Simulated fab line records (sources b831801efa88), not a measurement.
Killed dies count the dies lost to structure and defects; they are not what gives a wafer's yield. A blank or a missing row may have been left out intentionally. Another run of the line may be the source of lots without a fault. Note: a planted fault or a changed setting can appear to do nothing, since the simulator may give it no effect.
Problem report in the 8D (eight disciplines) form, filled by code + flow sky130 + the parts of the form that need people (team, actions taken, sign-off) are left out

== 1. PROBLEM STATEMENT ==
Mean of ramp-up-c-per-s at SKY_SD_N_RTA_14: 44.98 across 6 wafers in 2 lots; on wafers with no fault it is 150.00 (standard deviation 0.029). That is -99 or more standard deviations from the usual mean.
The step: time 2 s.
First seen on wafer L653.2, day 32 14:29, on rtp-anneal-02. The record holds 42 wafers of 14 lots with a number at this step. By rule, "out" or "out of limits" means more than 4 standard deviations away from the usual mean. All remaining wafers that have a number are taken as sound.

== 2. WHAT IT IS, WHAT IT ISN'T ==
| question                    | is                     | is not                                                                                 |
|-----------------------------|------------------------|----------------------------------------------------------------------------------------|
| which readings at this step | ramp-up-c-per-s        | chamber-o2-ppm, lamp-power-pct, wafer_temp_C_max                                       |
| which lots                  | L653, L655             | L640, L641, L644, L647, L649, L650, L651, L652, L656, L661, L662, L663                 |
| which wafers of those lots  | all that have a number | -                                                                                      |
| read on which tools         | rtp-anneal-02          | rtp-anneal-01                                                                          |
| when                        | from day 32 14:29      | up to then (24 sound wafers); but 12 sound wafers of L656, L661, L662, L663 came after |

== 3. THE SUSPECTS, EACH WITH WHAT RULES IT OUT ==
Counting: any tool at a process step up to the reading is kept as a suspect provided that every lot that is out went through it and no sound lot did after the first of them.
- rtp-anneal-02 at SKY_SD_N_RTA_14 (time 2 s): ruled out as a lasting fault. The sound lots L663 went through it after L653, its earliest lot that is out (day 32 14:29).
Left after counting: nothing in the record.

== 4. THE CAUSE (what the simulator had put in) ==
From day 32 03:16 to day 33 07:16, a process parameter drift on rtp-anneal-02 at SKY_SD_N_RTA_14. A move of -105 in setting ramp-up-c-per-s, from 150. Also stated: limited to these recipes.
Counting ruled it out, wrongly.

== 5. THE CHAIN OF EFFECTS, in route order ==
One row per reading whose mean, taken over the struck wafers that have a number, lies over 3 standard deviations from the usual. Only readings for which the record gives a usual standard deviation are gone through. hours: the time from each lot's start at the first step in this table that gives one to its start at this step, as a median over the lots. sigmas: the change in usual standard deviations.
| hours | step            | reading         | usual  | on struck wafers | change  | sigmas      |
|-------|-----------------|-----------------|--------|------------------|---------|-------------|
| 0     | SKY_SD_N_RTA_14 | ramp-up-c-per-s | 150.00 | 44.98            | -105.02 | -99 or more |
Its process steps:
- SKY_SD_N_RTA_14: time 2 s.
Later steps that measure or inspect, where all struck wafers having a row at the step show a number for every such reading and not one has moved that far: SKY_SD_N_RS_MEAS_17.

== 6. WHAT WOULD HAVE CAUGHT IT SOONER ==
In this record no reading fell out of limits until day 32 14:29, 11 hours after the fault had begun at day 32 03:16.
